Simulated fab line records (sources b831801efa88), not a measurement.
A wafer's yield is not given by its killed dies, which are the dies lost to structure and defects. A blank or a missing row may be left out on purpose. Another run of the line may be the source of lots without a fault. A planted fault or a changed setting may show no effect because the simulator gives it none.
fab line records + flow sky130
record:
- lots: 15
- wafers: 45
- last_day: 50
route steps=708 shown METAL1@437 PAD_OPEN@708
lots that met no fault: taken from a fault-free run of the same line
start_h: hours from the record's opening day to when the first of the lot's shown wafers began + wait_h: how many hours have passed since the lot's step before this one + " as in the row above + L1.1+2: a row that stands for several wafers + - no value, or no start given + * or withheld: withheld + < > ~ a bound
route shown NAME@n: names a module that has steps shown in the file, with the first one's number in the route + usual: the fault-free wafers' mean and standard deviation + same: alike in all rows + chamber/n: place in a boat + sites: readings site by site + _std_site: their standard deviation + _edge_site: inner sites' mean taken away from outer sites' mean + radius_mm: how far each site lies from the wafer's centre + mask NAME#n: copy n + behind: the last tool/chamber to shape the wafer + hold: what put the lot on hold/how long, in hours/how the hold closed + device: names the non-switching transistor (n, p or np) + end of line: tests run on the same wafers once the route is complete + for a step that has no rows: nothing shown but its recipe + killed: not the wafer's yield, but the dies lost to structure and defects at the first sort + map: per-die view of a wafer (x killed, . not killed, _ where there is no die)
set.NAME: the setting that was run; set.NAME@STEP: the one run at that earlier step + model.NAME: the simulator's own value behind a step, which no gauge read
one table for each step of the route and one row for each wafer, over a sample of lots
== steps ==
step: SKY_METAL1_SPUTTER_03
recipe:
- material: Ti
- target_thk_nm: 5
- power_w: 3000
- time_s: 3.3
- chamber_pressure_pa: 0.4
usual:
- cathode_dc_power_W: 3000.0/0.56
- chamber_pressure_pa: 0.4000/0.00084
- throttle_valve_pct: 29.6/0.95
| lot.wafer | tool           | chamber | start_h | wait_h | cathode_dc_power_W | chamber_pressure_pa | throttle_valve_pct |
|-----------|----------------|---------|---------|--------|--------------------|---------------------|--------------------|
| L784.3    | pvd_sputter-04 | -       | 728.01  | 0.0    | 2998.9             | 0.3996              | 27.5               |
| L784.4    | "              | -       | "       | "      | 3001.2             | 0.3986              | 30.6               |
| L784.5    | "              | -       | "       | "      | 3000.1             | 0.3998              | 30.6               |
| L785.1    | pvd_sputter-01 | -       | 740.60  | 0.0    | 3000.7             | 0.3996              | 30.0               |
| L785.4    | "              | -       | "       | "      | 2998.9             | 0.3991              | 30.2               |
| L785.6    | "              | -       | "       | "      | 3000.7             | 0.3992              | 29.7               |
| L787.1    | pvd_sputter-01 | -       | 761.37  | 0.0    | 3000.2             | 0.3997              | 30.4               |
| L787.3    | "              | -       | "       | "      | 2999.7             | 0.4015              | 29.9               |
| L787.6    | "              | -       | "       | "      | 3000.4             | 0.4000              | 28.5               |
| L788.3    | pvd_sputter-01 | -       | 770.88  | 0.0    | 3000.0             | 0.3998              | 30.0               |
| L788.4    | "              | -       | "       | "      | 2999.5             | 0.4001              | 30.0               |
| L788.6    | "              | -       | "       | "      | 2998.8             | 0.4000              | 30.3               |
| L789.2    | pvd_sputter-02 | -       | 779.07  | 0.0    | 2999.5             | 0.3996              | 29.3               |
| L789.3    | "              | -       | "       | "      | 2999.8             | 0.3997              | 28.8               |
| L789.4    | "              | -       | "       | "      | 3000.6             | 0.3986              | 29.9               |
| L790.2    | pvd_sputter-02 | -       | 791.07  | 0.0    | 3000.6             | 0.4005              | 29.2               |
| L790.4    | "              | -       | "       | "      | 3000.4             | 0.3998              | 31.0               |
| L790.6    | "              | -       | "       | "      | 3000.3             | 0.3993              | 29.6               |
| L793.1    | pvd_sputter-01 | -       | 809.09  | 0.0    | 3000.8             | 0.3993              | 30.2               |
| L793.3    | "              | -       | "       | "      | 2998.6             | 0.4010              | 29.6               |
| L793.5    | "              | -       | "       | "      | 3001.0             | 0.3987              | 30.3               |
| L800.3    | pvd_sputter-02 | -       | 858.00  | 0.0    | 2999.0             | 0.4002              | 28.8               |
| L800.5    | "              | -       | "       | "      | 3000.5             | 0.3990              | 30.1               |
| L800.6    | "              | -       | "       | "      | 2999.9             | 0.4011              | 31.3               |
| L801.1    | pvd_sputter-01 | -       | 873.03  | 0.0    | -                  | -                   | -                  |
| L801.3    | "              | -       | "       | "      | -                  | -                   | -                  |
| L801.4    | "              | -       | "       | "      | -                  | -                   | -                  |
| L802.2    | pvd_sputter-01 | -       | 876.38  | 0.0    | -                  | -                   | -                  |
| L802.5    | "              | -       | "       | "      | -                  | -                   | -                  |
| L802.6    | "              | -       | "       | "      | -                  | -                   | -                  |
| L803.1    | pvd_sputter-02 | -       | 883.62  | 0.0    | -                  | -                   | -                  |
| L803.4    | "              | -       | "       | "      | -                  | -                   | -                  |
| L803.5    | "              | -       | "       | "      | -                  | -                   | -                  |
| L804.1    | pvd_sputter-01 | -       | 893.26  | 0.0    | 3000.1             | 0.3995              | 29.8               |
| L804.2    | "              | -       | "       | "      | 3000.2             | 0.3997              | 30.4               |
| L804.3    | "              | -       | "       | "      | 3000.3             | 0.3998              | 29.9               |
| L805.4    | pvd_sputter-04 | -       | 901.58  | 0.0    | 2998.9             | 0.4017              | 30.1               |
| L805.5    | "              | -       | "       | "      | 2999.1             | 0.3994              | 30.3               |
| L805.6    | "              | -       | "       | "      | 2999.9             | 0.3989              | 27.4               |
| L806.3    | pvd_sputter-01 | -       | 903.98  | 0.0    | 3001.0             | 0.3993              | 29.0               |
| L806.4    | "              | -       | "       | "      | 3000.0             | 0.4005              | 30.1               |
| L806.5    | "              | -       | "       | "      | 2999.6             | 0.3989              | 29.9               |
| L807.1    | pvd_sputter-01 | -       | 911.68  | 0.0    | 2999.9             | 0.4003              | 30.0               |
| L807.2    | "              | -       | "       | "      | 3000.2             | 0.4001              | 29.6               |
| L807.6    | "              | -       | "       | "      | 3000.9             | 0.4007              | 30.0               |
step: SKY_PAD_OPEN_PROBE_99
usual:
- defect_limited_yield: 82.5/1.7
- killed_at_M0_to_M3: 43/6.7
- killed_at_M4_up: 3.2/1.8
- killed_at_contacts: 24/4.8
- killed_at_front_end: 16/4.2
- killed_at_other: 0.3/0.56
- killed_dies: 86/8.5
- killed_open: 47/6.7
- killed_short: 39/6
- sort_bin_3_pad_short: 0.9/0.45
- sort_bin_5_function: 10.3/1.6
- sort_bin_6_memory: 6.3/1
- sort_n_pass: 406/8.5
- sort_yield_pct: 82.5/1.7
same:
- gross_dies: 492
- killed_at_back_side: 0
- sort_bin_4_leakage[%]: 0
- sort_bin_8_speed[%]: 0
| lot.wafer | tool      | chamber | start_h | wait_h | defect_limited_yield[%] | killed_at_M0_to_M3 | killed_at_M4_up | killed_at_contacts | killed_at_front_end | killed_at_other | killed_dies | killed_open | killed_short | sort_bin_3_pad_short[%] | sort_bin_5_function[%] | sort_bin_6_memory[%] | sort_n_pass | sort_yield_pct[%] |
|-----------|-----------|---------|---------|--------|-------------------------|--------------------|-----------------|--------------------|---------------------|-----------------|-------------|-------------|--------------|-------------------------|------------------------|----------------------|-------------|-------------------|
| L787.1    | prober-02 | -       | 1090.83 | 0.1    | 84.1                    | 35                 | 4               | 19                 | 20                  | 0               | 78          | 45          | 32           | 0.8                     | 8.9                    | 6.1                  | 414         | 84.1              |
| L787.3    | prober-02 | -       | 1090.93 | 0.2    | 83.7                    | 40                 | 5               | 19                 | 16                  | 0               | 80          | 46          | 34           | 0.8                     | 10.0                   | 5.5                  | 412         | 83.7              |
| L787.6    | prober-02 | -       | 1091.08 | 0.2    | 81.7                    | 50                 | 1               | 21                 | 18                  | 0               | 90          | 55          | 35           | 0.6                     | 11.6                   | 6.1                  | 402         | 81.7              |
| L789.2    | prober-02 | -       | 1106.62 | 0.1    | 84.3                    | 39                 | 1               | 23                 | 14                  | 0               | 77          | 41          | 36           | 0.2                     | 9.6                    | 5.9                  | 415         | 84.3              |
| L789.3    | prober-02 | -       | 1106.67 | 0.2    | 82.7                    | 41                 | 4               | 25                 | 15                  | 0               | 85          | 47          | 37           | 0.2                     | 9.8                    | 7.3                  | 407         | 82.7              |
| L789.4    | prober-02 | -       | 1106.72 | 0.2    | 81.5                    | 43                 | 3               | 28                 | 17                  | 0               | 91          | 44          | 46           | 1.6                     | 9.6                    | 7.3                  | 401         | 81.5              |
| L800.3    | prober-01 | -       | 1163.80 | 0.2    | 83.5                    | 44                 | 2               | 21                 | 14                  | 0               | 81          | 47          | 34           | 0.6                     | 9.3                    | 6.5                  | 411         | 83.5              |
| L800.5    | prober-01 | -       | 1163.90 | 0.2    | 80.3                    | 48                 | 3               | 29                 | 17                  | 0               | 97          | 57          | 40           | 0.6                     | 12.2                   | 6.9                  | 395         | 80.3              |
| L800.6    | prober-01 | -       | 1163.95 | 0.2    | 85.2                    | 38                 | 2               | 19                 | 14                  | 0               | 73          | 35          | 38           | 0.8                     | 7.7                    | 6.3                  | 419         | 85.2              |
| L802.5    | prober-01 | -       | 1177.11 | 0.2    | 84.6                    | 39                 | 1               | 20                 | 15                  | 1               | 76          | 41          | 34           | 1.0                     | 9.1                    | 5.3                  | 416         | 84.6              |
| L803.1    | prober-02 | -       | 1178.76 | 0.1    | 80.9                    | 45                 | 6               | 28                 | 15                  | 0               | 94          | 53          | 41           | 0.2                     | 11.8                   | 7.1                  | 398         | 80.9              |
| L803.4    | prober-02 | -       | 1178.91 | 0.2    | 79.3                    | 47                 | 2               | 30                 | 23                  | 0               | 102         | 50          | 52           | 1.2                     | 13.0                   | 6.5                  | 390         | 79.3              |
| L803.5    | prober-02 | -       | 1178.96 | 0.2    | 80.3                    | 46                 | 1               | 26                 | 24                  | 0               | 97          | 45          | 52           | 1.6                     | 11.4                   | 6.7                  | 395         | 80.3              |
| L805.4    | prober-02 | -       | 1193.07 | 0.2    | 83.9                    | 42                 | 4               | 14                 | 18                  | 1               | 79          | 43          | 36           | 0.8                     | 9.6                    | 5.7                  | 413         | 83.9              |
| L805.5    | prober-02 | -       | 1193.12 | 0.2    | 81.5                    | 46                 | 6               | 29                 | 10                  | 0               | 91          | 59          | 32           | 0.4                     | 11.8                   | 6.3                  | 401         | 81.5              |
| L805.6    | prober-02 | -       | 1193.17 | 0.2    | 83.7                    | 47                 | 1               | 20                 | 12                  | 0               | 80          | 37          | 43           | 1.0                     | 8.3                    | 6.9                  | 412         | 83.7              |
killed by level:class
L787.1 CONTACT:geometric_particle:open=10 FIELD_ISO:geometric_particle:short=8 VIA3:geometric_particle:open=8 VIA2:geometric_particle:open=7 VIA1:geometric_particle:open=6 METAL1:geometric_particle:short=5 FIELD_ISO:geometric_particle:open=4 LOCAL_INTERCONNECT:geometric_particle:short=4
L787.3 VIA1:geometric_particle:open=10 VIA3:geometric_particle:open=9 FIELD_ISO:geometric_particle:short=7 LI_CONTACT:geometric_particle:open=7 CONTACT:geometric_particle:open=6 METAL2:geometric_particle:short=6 CONTACT:geometric_particle:short=5 POLY_GATE:geometric_particle:open=5
L787.6 VIA1:geometric_particle:open=10 VIA3:geometric_particle:open=10 CONTACT:geometric_particle:open=8 VIA2:geometric_particle:open=8 LI_CONTACT:geometric_particle:open=5 VIA2:geometric_particle:short=5 FIELD_ISO:geometric_particle:short=4 POLY_GATE:geometric_particle:short=4
L789.2 VIA1:geometric_particle:open=10 CONTACT:geometric_particle:open=9 LI_CONTACT:geometric_particle:open=8 VIA1:geometric_particle:short=7 POLY_GATE:geometric_particle:open=5 METAL1:geometric_particle:short=5 VIA2:geometric_particle:short=5 POLY_GATE:geometric_particle:short=4
L789.3 LI_CONTACT:geometric_particle:open=7 CONTACT:geometric_particle:open=7 VIA3:geometric_particle:open=7 FIELD_ISO:geometric_particle:open=6 VIA1:geometric_particle:open=5 VIA2:geometric_particle:open=5 LI_CONTACT:geometric_particle:short=4 CONTACT:geometric_particle:short=4
L789.4 CONTACT:geometric_particle:open=12 VIA1:geometric_particle:open=8 CONTACT:geometric_particle:short=8 METAL2:geometric_particle:short=8 POLY_GATE:geometric_particle:short=7 VIA2:geometric_particle:open=5 VIA3:geometric_particle:open=5 POLY_GATE:geometric_particle:open=4
L800.3 VIA1:geometric_particle:open=9 CONTACT:geometric_particle:open=7 VIA1:geometric_particle:short=7 VIA2:geometric_particle:open=7 LI_CONTACT:geometric_particle:open=6 VIA2:geometric_particle:short=5 VIA3:geometric_particle:open=5 FIELD_ISO:geometric_particle:open=4
L800.5 CONTACT:geometric_particle:open=14 VIA1:geometric_particle:open=13 VIA2:geometric_particle:open=8 CONTACT:geometric_particle:short=6 VIA3:geometric_particle:open=6 FIELD_ISO:geometric_particle:short=5 POLY_GATE:geometric_particle:open=4 LOCAL_INTERCONNECT:geometric_particle:short=4
L800.6 VIA1:geometric_particle:open=9 CONTACT:geometric_particle:short=8 VIA2:geometric_particle:open=6 FIELD_ISO:geometric_particle:open=4 LI_CONTACT:geometric_particle:open=4 CONTACT:geometric_particle:open=4 METAL2:geometric_particle:short=4 VIA2:geometric_particle:short=4
L802.5 VIA1:geometric_particle:open=11 CONTACT:geometric_particle:open=7 FIELD_ISO:geometric_particle:short=4 POLY_GATE:geometric_particle:short=4 LI_CONTACT:geometric_particle:short=4 LOCAL_INTERCONNECT:geometric_particle:short=4 METAL1:geometric_particle:short=4 METAL2:geometric_particle:short=4
L803.1 VIA1:geometric_particle:open=12 CONTACT:geometric_particle:open=11 VIA3:geometric_particle:open=7 CONTACT:geometric_particle:short=6 METAL1:geometric_particle:short=6 LI_CONTACT:geometric_particle:open=5 VIA2:geometric_particle:open=5 FIELD_ISO:geometric_particle:short=4
L803.4 FIELD_ISO:geometric_particle:open=9 LI_CONTACT:geometric_particle:open=9 CONTACT:geometric_particle:short=8 CONTACT:geometric_particle:open=8 VIA2:geometric_particle:short=8 METAL1:geometric_particle:short=7 VIA3:geometric_particle:open=6 POLY_GATE:geometric_particle:short=6
L803.5 VIA1:geometric_particle:open=10 CONTACT:geometric_particle:short=7 VIA2:geometric_particle:open=7 POLY_GATE:geometric_particle:short=7 METAL1:geometric_particle:short=7 FIELD_ISO:geometric_particle:open=6 CONTACT:geometric_particle:open=6 LI_CONTACT:geometric_particle:open=5
L805.4 VIA1:geometric_particle:open=9 VIA3:geometric_particle:open=9 VIA2:geometric_particle:open=7 FIELD_ISO:geometric_particle:open=6 LI_CONTACT:geometric_particle:open=6 FIELD_ISO:geometric_particle:short=5 METAL1:geometric_particle:short=4 VIA1:geometric_particle:short=4
L805.5 VIA1:geometric_particle:open=18 LI_CONTACT:geometric_particle:open=13 CONTACT:geometric_particle:open=9 VIA3:geometric_particle:open=6 METAL4:geometric_particle:short=6 METAL2:geometric_particle:short=6 VIA1:geometric_particle:short=5 VIA2:geometric_particle:open=5
L805.6 VIA1:geometric_particle:open=9 LI_CONTACT:geometric_particle:open=7 VIA1:geometric_particle:short=7 VIA2:geometric_particle:open=7 LI_CONTACT:geometric_particle:short=6 METAL1:geometric_particle:short=6 VIA3:geometric_particle:open=6 POLY_GATE:geometric_particle:short=5
== key ==
first_sign:
- step: SKY_METAL1_SPUTTER_03
- reading: tool_record
- direction: missing
effect none on later readings
met_at SKY_METAL1_SPUTTER_03
struck_lots L801,L802,L803
onset_between 858.00 873.03
fault:
- kind: skipped_step_whole
- tool: pvd_sputter-01,pvd_sputter-02
- chamber: -
- onset_h: 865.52
- steps: SKY_METAL1_SPUTTER_03
- scope: struck_lots_only
